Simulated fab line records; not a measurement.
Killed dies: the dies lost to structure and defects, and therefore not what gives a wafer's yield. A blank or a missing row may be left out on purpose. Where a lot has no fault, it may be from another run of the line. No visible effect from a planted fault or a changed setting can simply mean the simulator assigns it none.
Which of the tools did it? :: flow sky130 :: 15 lots, 45 wafers sampled, at 6 steps of a route of 708

== WHAT THE GAUGES READ, wafer by wafer ==
SKY_SD_P_OVL_MEAS_08. Usual: SD_P_OVL 0.8 nm, standard deviation 1.5.
lot: L690
measured: day 25 16:23
on: overlay-02
SD_P_OVL (nm): 1.5 1.1 1.9
flag: 

lot: L691
measured: day 25 18:29
on: overlay-01
SD_P_OVL (nm): 0.4 -0.1 0.8
flag: 

lot: L697
measured: day 28 19:47
on: overlay-01
SD_P_OVL (nm): 1.7 -0.4 0.5
flag: 

lot: L699
measured: day 28 21:42
on: overlay-01
SD_P_OVL (nm): 0.0 0.5 0.3
flag: 

lot: L700
measured: day 29 00:45
on: overlay-01
SD_P_OVL (nm): 0.2 1.5 -0.1
flag: 

lot: L702
measured: day 29 15:30
on: overlay-01
SD_P_OVL (nm): 2.5 1.5 1.4
flag: 

lot: L704
measured: day 30 08:05
on: overlay-01
SD_P_OVL (nm): 1.0 -0.2 -0.7
flag: 

lot: L706
measured: day 30 19:32
on: overlay-02
SD_P_OVL (nm): 2.5 1.6 2.0
flag: 

lot: L707
measured: day 31 02:36
on: overlay-01
SD_P_OVL (nm): -2.8 -1.3 -0.8
flag: 

lot: L708
measured: day 31 19:50
on: overlay-01
SD_P_OVL (nm): 1.9 2.9 2.2
flag: 

lot: L709
measured: day 31 22:14
on: overlay-02
SD_P_OVL (nm): 0.6 0.2 -0.9
flag: 

lot: L710
measured: day 32 03:09
on: overlay-01
SD_P_OVL (nm): 0.9 -0.3 0.6
flag: 

lot: L711
measured: day 32 10:50
on: overlay-01
SD_P_OVL (nm): -0.3 -2.4 -1.6
flag: 

lot: L712
measured: day 32 18:14
on: overlay-02
SD_P_OVL (nm): 2.9 3.5 3.9
flag: 

lot: L713
measured: day 33 01:15
on: overlay-02
SD_P_OVL (nm): 2.5 2.9 2.6
flag: 

SKY_SD_N_CD_MEAS_07: the cd target is 380 nm. Usual: 380.4 nm for cd-nm, sd 2.5.
lot: L690
measured: day 28 00:58
on: cd-sem-01
cd-nm (nm): 383.2 381.3 382.0
flag: 

lot: L691
measured: day 28 02:49
on: cd-sem-02
cd-nm (nm): 381.6 379.9 379.8
flag: 

lot: L697
measured: day 31 02:46
on: cd-sem-01
cd-nm (nm): 462.6 461.1 463.0
flag: OFF

lot: L699
measured: day 31 05:28
on: cd-sem-02
cd-nm (nm): 455.5 453.8 455.4
flag: OFF

lot: L700
measured: day 31 08:36
on: cd-sem-02
cd-nm (nm): 457.9 460.3 457.1
flag: OFF

lot: L702
measured: day 31 22:44
on: cd-sem-02
cd-nm (nm): 378.4 376.7 379.0
flag: 

lot: L704
measured: day 32 15:05
on: cd-sem-02
cd-nm (nm): 380.5 382.0 380.0
flag: 

lot: L706
measured: day 33 01:59
on: cd-sem-02
cd-nm (nm): 386.2 388.2 386.6
flag: 

lot: L707
measured: day 33 08:01
on: cd-sem-02
cd-nm (nm): 378.4 382.6 381.5
flag: 

lot: L708
measured: day 34 00:40
on: cd-sem-02
cd-nm (nm): 381.0 381.2 382.0
flag: 

lot: L709
measured: day 34 02:56
on: cd-sem-02
cd-nm (nm): 378.2 376.3 377.6
flag: 

lot: L710
measured: day 34 06:11
on: cd-sem-02
cd-nm (nm): 381.7 378.0 379.7
flag: 

lot: L711
measured: day 34 16:04
on: cd-sem-02
cd-nm (nm): 376.5 379.0 376.5
flag: 

lot: L712
measured: day 34 23:32
on: cd-sem-01
cd-nm (nm): 380.0 379.9 380.7
flag: 

lot: L713
measured: day 35 06:01
on: cd-sem-01
cd-nm (nm): 382.8 379.2 381.4
flag: 

SKY_LI_CONTACT_THK_MEAS_01. Usual: LI_CONTACT_HDPCVD_THK 934 nm, standard deviation 11.
lot: L690
measured: day 28 02:26
on: film-metro-04
LI_CONTACT_HDPCVD_THK (nm): 950 942 945
flag: 

lot: L691
measured: day 28 04:26
on: film-metro-04
LI_CONTACT_HDPCVD_THK (nm): 935 944 930
flag: 

lot: L697
measured: day 31 04:08
on: film-metro-04
LI_CONTACT_HDPCVD_THK (nm): 945 942 936
flag: 

lot: L699
measured: day 31 06:47
on: film-metro-04
LI_CONTACT_HDPCVD_THK (nm): 921 933 925
flag: 

lot: L700
measured: day 31 09:54
on: film-metro-01
LI_CONTACT_HDPCVD_THK (nm): 941 929 935
flag: 

lot: L702
measured: day 32 00:03
on: film-metro-01
LI_CONTACT_HDPCVD_THK (nm): 941 933 935
flag: 

lot: L704
measured: day 32 16:23
on: film-metro-04
LI_CONTACT_HDPCVD_THK (nm): 939 936 929
flag: 

lot: L706
measured: day 33 03:19
on: film-metro-02
LI_CONTACT_HDPCVD_THK (nm): 944 936 949
flag: 

lot: L707
measured: day 33 09:22
on: film-metro-01
LI_CONTACT_HDPCVD_THK (nm): 926 922 925
flag: 

lot: L708
measured: day 34 01:59
on: film-metro-02
LI_CONTACT_HDPCVD_THK (nm): 927 915 926
flag: 

lot: L709
measured: day 34 04:15
on: film-metro-01
LI_CONTACT_HDPCVD_THK (nm): 938 938 934
flag: 

lot: L710
measured: day 34 07:29
on: film-metro-01
LI_CONTACT_HDPCVD_THK (nm): 924 915 904
flag: 

lot: L711
measured: day 34 17:23
on: film-metro-01
LI_CONTACT_HDPCVD_THK (nm): 918 928 932
flag: 

lot: L712
measured: day 35 00:51
on: film-metro-04
LI_CONTACT_HDPCVD_THK (nm): 912 920 925
flag: 

lot: L713
measured: day 35 07:20
on: film-metro-04
LI_CONTACT_HDPCVD_THK (nm): 943 950 943
flag: 

== WHICH TOOL RAN EACH LOT (tool, then ch and the chambers of the sampled wafers, then the start) ==
lot: L690
SKY_SD_P_STRIP_10: plasma-asher-03 ch 0,1, day 25 16:35
SKY_SD_N_COAT_02: litho-track-04 ch 0, day 27 10:25
SKY_SD_N_STRIP_11: plasma-asher-03 ch 0,1, day 28 01:34

lot: L691
SKY_SD_P_STRIP_10: plasma-asher-03 ch 0,1, day 25 18:40
SKY_SD_N_COAT_02: litho-track-03 ch 0, day 27 12:52
SKY_SD_N_STRIP_11: plasma-asher-02 ch 0,1, day 28 03:34

lot: L697
SKY_SD_P_STRIP_10: plasma-asher-03 ch 0,1, day 28 19:58
SKY_SD_N_COAT_02: litho-track-04 ch 0, day 30 12:28
SKY_SD_N_STRIP_11: plasma-asher-02 ch 0,1, day 31 03:13

lot: L699
SKY_SD_P_STRIP_10: plasma-asher-04 ch 0,1, day 28 22:04
SKY_SD_N_COAT_02: litho-track-04 ch 0, day 30 14:55
SKY_SD_N_STRIP_11: plasma-asher-04 ch 0,1, day 31 05:55

lot: L700
SKY_SD_P_STRIP_10: plasma-asher-03 ch 0,1, day 29 00:58
SKY_SD_N_COAT_02: litho-track-04 ch 0, day 30 18:52
SKY_SD_N_STRIP_11: plasma-asher-04 ch 0,1, day 31 09:03

lot: L702
SKY_SD_P_STRIP_10: plasma-asher-01 ch 0,1, day 29 15:41
SKY_SD_N_COAT_02: litho-track-03 ch 0, day 31 09:06
SKY_SD_N_STRIP_11: plasma-asher-02 ch 0,1, day 31 23:10

lot: L704
SKY_SD_P_STRIP_10: plasma-asher-01 ch 0,1, day 30 08:16
SKY_SD_N_COAT_02: litho-track-02 ch 0, day 32 01:56
SKY_SD_N_STRIP_11: plasma-asher-03 ch 0,1, day 32 15:31

lot: L706
SKY_SD_P_STRIP_10: plasma-asher-03 ch 0,1, day 30 19:43
SKY_SD_N_COAT_02: litho-track-03 ch 0, day 32 12:36
SKY_SD_N_STRIP_11: plasma-asher-03 ch 0,1, day 33 02:26

lot: L707
SKY_SD_P_STRIP_10: plasma-asher-03 ch 0,1, day 31 02:49
SKY_SD_N_COAT_02: litho-track-02 ch 0, day 32 19:07
SKY_SD_N_STRIP_11: plasma-asher-03 ch 0,1, day 33 08:28

lot: L708
SKY_SD_P_STRIP_10: plasma-asher-01 ch 0,1, day 31 20:01
SKY_SD_N_COAT_02: litho-track-02 ch 0, day 33 12:10
SKY_SD_N_STRIP_11: plasma-asher-03 ch 0,1, day 34 01:07

lot: L709
SKY_SD_P_STRIP_10: plasma-asher-01 ch 0,1, day 31 22:25
SKY_SD_N_COAT_02: litho-track-02 ch 0, day 33 13:41
SKY_SD_N_STRIP_11: plasma-asher-04 ch 0,1, day 34 03:23

lot: L710
SKY_SD_P_STRIP_10: plasma-asher-04 ch 0, day 32 03:20
SKY_SD_N_COAT_02: litho-track-03 ch 0, day 33 18:00
SKY_SD_N_STRIP_11: plasma-asher-02 ch 0, day 34 06:37

lot: L711
SKY_SD_P_STRIP_10: plasma-asher-03 ch 0,1, day 32 11:01
SKY_SD_N_COAT_02: litho-track-02 ch 0, day 34 02:19
SKY_SD_N_STRIP_11: plasma-asher-03 ch 0,1, day 34 16:31

lot: L712
SKY_SD_P_STRIP_10: plasma-asher-04 ch 0,1, day 32 19:37
SKY_SD_N_COAT_02: litho-track-04 ch 0, day 34 10:38
SKY_SD_N_STRIP_11: plasma-asher-03 ch 0,1, day 34 23:59

lot: L713
SKY_SD_P_STRIP_10: plasma-asher-03 ch 0,1, day 33 01:26
SKY_SD_N_COAT_02: litho-track-03 ch 0, day 34 17:07
SKY_SD_N_STRIP_11: plasma-asher-02 ch 0,1, day 35 06:28
- SKY_SD_P_STRIP_10: strips in O2/N2.
- SKY_SD_N_COAT_02: resist thk 1140 nm.
- SKY_SD_N_STRIP_11: strips in O2/N2.

== WHAT THE TOOLS THEMSELVES READ (means of the sampled wafers that have a number; where no wafer has one, the mark that the record gives instead) ==
SKY_SD_P_STRIP_10. Usual: chamber-pressure-mTorr 1500.0 mTorr, standard deviation 1.3; drypump-motor-current-A 6.0 A, standard deviation 0.6; oes-product-au 0.618 a.u., standard deviation 0.0049; strip-time-to-endpoint-s 17.43 s, standard deviation 0.034.
lot: L690
tool: plasma-asher-03
chamber-pressure-mTorr (mTorr): 1499.4
drypump-motor-current-A (A): 6.5
oes-product-au (a.u.): 0.617
strip-time-to-endpoint-s (s): 17.47
flag: 

lot: L691
tool: plasma-asher-03
chamber-pressure-mTorr (mTorr): 1499.9
drypump-motor-current-A (A): 6.5
oes-product-au (a.u.): 0.620
strip-time-to-endpoint-s (s): 17.42
flag: 

lot: L697
tool: plasma-asher-03
chamber-pressure-mTorr (mTorr): 1500.3
drypump-motor-current-A (A): 6.5
oes-product-au (a.u.): 0.618
strip-time-to-endpoint-s (s): 17.41
flag: 

lot: L699
tool: plasma-asher-04
chamber-pressure-mTorr (mTorr): 1499.4
drypump-motor-current-A (A): 5.4
oes-product-au (a.u.): 0.617
strip-time-to-endpoint-s (s): 17.43
flag: 

lot: L700
tool: plasma-asher-03
chamber-pressure-mTorr (mTorr): 1499.8
drypump-motor-current-A (A): 6.4
oes-product-au (a.u.): 0.620
strip-time-to-endpoint-s (s): 17.45
flag: 

lot: L702
tool: plasma-asher-01
chamber-pressure-mTorr (mTorr): 1499.8
drypump-motor-current-A (A): 5.5
oes-product-au (a.u.): 0.615
strip-time-to-endpoint-s (s): 17.43
flag: 

lot: L704
tool: plasma-asher-01
chamber-pressure-mTorr (mTorr): 1500.7
drypump-motor-current-A (A): 5.5
oes-product-au (a.u.): 0.620
strip-time-to-endpoint-s (s): 17.40
flag: 

lot: L706
tool: plasma-asher-03
chamber-pressure-mTorr (mTorr): 1499.8
drypump-motor-current-A (A): 6.5
oes-product-au (a.u.): 0.622
strip-time-to-endpoint-s (s): 17.47
flag: 

lot: L707
tool: plasma-asher-03
chamber-pressure-mTorr (mTorr): 1499.9
drypump-motor-current-A (A): 6.5
oes-product-au (a.u.): 0.616
strip-time-to-endpoint-s (s): 17.46
flag: 

lot: L708
tool: plasma-asher-01
chamber-pressure-mTorr (mTorr): 1500.7
drypump-motor-current-A (A): 6.0
oes-product-au (a.u.): 0.618
strip-time-to-endpoint-s (s): 17.39
flag: 

lot: L709
tool: plasma-asher-01
chamber-pressure-mTorr (mTorr): 1500.4
drypump-motor-current-A (A): 5.5
oes-product-au (a.u.): 0.621
strip-time-to-endpoint-s (s): 17.42
flag: 

lot: L710
tool: plasma-asher-04
chamber-pressure-mTorr (mTorr): 1500.4
drypump-motor-current-A (A): 5.5
oes-product-au (a.u.): 0.613
strip-time-to-endpoint-s (s): 17.43
flag: 

lot: L711
tool: plasma-asher-03
chamber-pressure-mTorr (mTorr): 1499.6
drypump-motor-current-A (A): 6.4
oes-product-au (a.u.): 0.621
strip-time-to-endpoint-s (s): 17.40
flag: 

lot: L712
tool: plasma-asher-04
chamber-pressure-mTorr (mTorr): 1499.1
drypump-motor-current-A (A): 5.5
oes-product-au (a.u.): 0.614
strip-time-to-endpoint-s (s): 17.43
flag: 

lot: L713
tool: plasma-asher-03
chamber-pressure-mTorr (mTorr): 1500.6
drypump-motor-current-A (A): 6.5
oes-product-au (a.u.): 0.618
strip-time-to-endpoint-s (s): 17.49
flag: 

SKY_SD_N_COAT_02. Usual: 44.9 Pa for exhaust-pa, sd 0.81.
lot: L690
tool: litho-track-04
exhaust-pa (Pa): 44.6
flag: 

lot: L691
tool: litho-track-03
exhaust-pa (Pa): 45.2
flag: 

lot: L697
tool: litho-track-04
exhaust-pa (Pa): 44.9
flag: 

lot: L699
tool: litho-track-04
exhaust-pa (Pa): 44.9
flag: 

lot: L700
tool: litho-track-04
exhaust-pa (Pa): 43.9
flag: 

lot: L702
tool: litho-track-03
exhaust-pa (Pa): 44.7
flag: 

lot: L704
tool: litho-track-02
exhaust-pa (Pa): 45.1
flag: 

lot: L706
tool: litho-track-03
exhaust-pa (Pa): 44.9
flag: 

lot: L707
tool: litho-track-02
exhaust-pa (Pa): 45.8
flag: 

lot: L708
tool: litho-track-02
exhaust-pa (Pa): 44.0
flag: 

lot: L709
tool: litho-track-02
exhaust-pa (Pa): 45.0
flag: 

lot: L710
tool: litho-track-03
exhaust-pa (Pa): 44.1
flag: 

lot: L711
tool: litho-track-02
exhaust-pa (Pa): 44.2
flag: 

lot: L712
tool: litho-track-04
exhaust-pa (Pa): 45.5
flag: 

lot: L713
tool: litho-track-03
exhaust-pa (Pa): 44.7
flag: 

SKY_SD_N_STRIP_11. Usual: chamber-pressure-mTorr 1500.0 mTorr, standard deviation 1.3; drypump-motor-current-A 6.1 A, standard deviation 0.4; oes-product-au 0.528 a.u., standard deviation 0.004; strip-time-to-endpoint-s 22.54 s, standard deviation 0.044.
lot: L690
tool: plasma-asher-03
chamber-pressure-mTorr (mTorr): 1500.7
drypump-motor-current-A (A): 6.5
oes-product-au (a.u.): 0.524
strip-time-to-endpoint-s (s): 22.53
flag: 

lot: L691
tool: plasma-asher-02
chamber-pressure-mTorr (mTorr): 1500.2
drypump-motor-current-A (A): 6.1
oes-product-au (a.u.): 0.533
strip-time-to-endpoint-s (s): 22.61
flag: 

lot: L697
tool: plasma-asher-02
chamber-pressure-mTorr (mTorr): 1500.3
drypump-motor-current-A (A): 6.1
oes-product-au (a.u.): 0.445
strip-time-to-endpoint-s (s): 15.89
flag: OFF

lot: L699
tool: plasma-asher-04
chamber-pressure-mTorr (mTorr): 1500.7
drypump-motor-current-A (A): 5.4
oes-product-au (a.u.): 0.448
strip-time-to-endpoint-s (s): 15.83
flag: OFF

lot: L700
tool: plasma-asher-04
chamber-pressure-mTorr (mTorr): 1500.1
drypump-motor-current-A (A): 5.5
oes-product-au (a.u.): 0.439
strip-time-to-endpoint-s (s): 15.86
flag: OFF

lot: L702
tool: plasma-asher-02
chamber-pressure-mTorr (mTorr): 1499.6
drypump-motor-current-A (A): 6.1
oes-product-au (a.u.): 0.526
strip-time-to-endpoint-s (s): 22.61
flag: 

lot: L704
tool: plasma-asher-03
chamber-pressure-mTorr (mTorr): 1500.4
drypump-motor-current-A (A): 6.4
oes-product-au (a.u.): 0.525
strip-time-to-endpoint-s (s): 22.61
flag: 

lot: L706
tool: plasma-asher-03
chamber-pressure-mTorr (mTorr): 1498.1
drypump-motor-current-A (A): 6.5
oes-product-au (a.u.): 0.529
strip-time-to-endpoint-s (s): 22.54
flag: 

lot: L707
tool: plasma-asher-03
chamber-pressure-mTorr (mTorr): 1500.6
drypump-motor-current-A (A): 6.4
oes-product-au (a.u.): 0.528
strip-time-to-endpoint-s (s): 22.51
flag: 

lot: L708
tool: plasma-asher-03
chamber-pressure-mTorr (mTorr): 1500.4
drypump-motor-current-A (A): 6.4
oes-product-au (a.u.): 0.527
strip-time-to-endpoint-s (s): 22.53
flag: 

lot: L709
tool: plasma-asher-04
chamber-pressure-mTorr (mTorr): 1500.1
drypump-motor-current-A (A): 5.4
oes-product-au (a.u.): 0.526
strip-time-to-endpoint-s (s): 22.58
flag: 

lot: L710
tool: plasma-asher-02
chamber-pressure-mTorr (mTorr): 1498.6
drypump-motor-current-A (A): 6.2
oes-product-au (a.u.): 0.530
strip-time-to-endpoint-s (s): 22.56
flag: 

lot: L711
tool: plasma-asher-03
chamber-pressure-mTorr (mTorr): 1500.2
drypump-motor-current-A (A): 6.4
oes-product-au (a.u.): 0.529
strip-time-to-endpoint-s (s): 22.50
flag: 

lot: L712
tool: plasma-asher-03
chamber-pressure-mTorr (mTorr): 1500.3
drypump-motor-current-A (A): 6.4
oes-product-au (a.u.): 0.525
strip-time-to-endpoint-s (s): 22.45
flag: 

lot: L713
tool: plasma-asher-02
chamber-pressure-mTorr (mTorr): 1501.1
drypump-motor-current-A (A): 6.1
oes-product-au (a.u.): 0.523
strip-time-to-endpoint-s (s): 22.57
flag: 

== THE ANSWER, worked out from the rows above alone ==
Rule: a lot counts as off when the mean over its wafers that have a number is more than 3 standard deviations away from the usual mean. Also off: a lot with no number at a reading for which 4 or more lots have one. Any other lot the step has rows for is counted as sound. Order of review: gauges by route order, followed by the tools' own readings, for which a lot's mean as printed above is used. The first step at which some lot is off is used, and at that step the reading that is off furthest; a lot without a number counts as furthest.
Off, at SKY_SD_N_CD_MEAS_07 on cd-nm: L697, L699, L700.
If a tool, at a process step before that reading, ran all the lots that are off and no sound lot after the first of them, it fits. The gauges at SKY_SD_N_CD_MEAS_07 aren't tried: what is off there is off at SKY_SD_N_STRIP_11 too, on other tools, and a gauge's error can't cause that. None of those tried fits.

== WHAT THE SIMULATOR HAD PUT IN ==
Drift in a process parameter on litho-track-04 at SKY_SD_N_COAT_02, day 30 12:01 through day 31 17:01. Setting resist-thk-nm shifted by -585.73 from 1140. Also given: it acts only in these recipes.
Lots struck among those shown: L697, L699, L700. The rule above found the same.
